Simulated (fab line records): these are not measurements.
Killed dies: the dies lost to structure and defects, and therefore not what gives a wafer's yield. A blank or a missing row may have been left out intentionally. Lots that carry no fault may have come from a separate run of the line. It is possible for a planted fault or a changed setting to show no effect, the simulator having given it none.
Chamber matching || flow sky130 || cmp-01 running SKY_CONTACT_CMP_27: 4 sister chambers
The step polishes, stops on SiO2, t overpolish 15 s, target thk 0 nm. 4 wafers are shown with their chamber, then 7 later ones without.

WAFERS, EACH WITH ITS CHAMBER
{"wafer": "L280.1", "chamber": 0, "motor current A (A)": 10.8}
{"wafer": "L280.5", "chamber": 1, "motor current A (A)": 11.8}
{"wafer": "L281.2", "chamber": 2, "motor current A (A)": 9.4}
{"wafer": "L281.3", "chamber": 3, "motor current A (A)": 10.3}

WAFERS MISSING THEIR CHAMBER
{"wafer": "L281.4", "motor current A (A)": 10.6}
{"wafer": "L285.3", "motor current A (A)": 11.0}
{"wafer": "L285.5", "motor current A (A)": 10.8}
{"wafer": "L285.6", "motor current A (A)": 10.2}
{"wafer": "L287.1", "motor current A (A)": 11.4}
{"wafer": "L287.3", "motor current A (A)": 11.9}
{"wafer": "L287.6", "motor current A (A)": 9.6}

THE CHAMBER EACH PASSED THROUGH
{"wafer": "L281.4", "from the rows above": "can't be placed: 0 or 3", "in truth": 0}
{"wafer": "L285.3", "from the rows above": 0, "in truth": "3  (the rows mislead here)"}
{"wafer": "L285.5", "from the rows above": 0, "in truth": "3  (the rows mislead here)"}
{"wafer": "L285.6", "from the rows above": 3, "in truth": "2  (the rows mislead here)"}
{"wafer": "L287.1", "from the rows above": "can't be placed: 1 or 0", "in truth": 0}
{"wafer": "L287.3", "from the rows above": 1, "in truth": 1}
{"wafer": "L287.6", "from the rows above": 2, "in truth": 2}
Placed correctly: 2 of 7. Unplaceable from these rows: 2, with the true chamber sitting among the candidates in 2. 3 placed wrongly.
How it was worked out, from the rows above alone: a wafer's distance from a chamber is the root of the sum, over the readings, of the square of ((its reading less the chamber's mean) divided by the reading's scatter). The wafer belongs to the nearest chamber; if the next one is less than 2 further off, it can't be placed. Each chamber's mean is taken over the wafers shown for it. The scatter: with one shown wafer a chamber, the root of the mean of the squares of how far each hidden wafer lies from its nearest shown one.
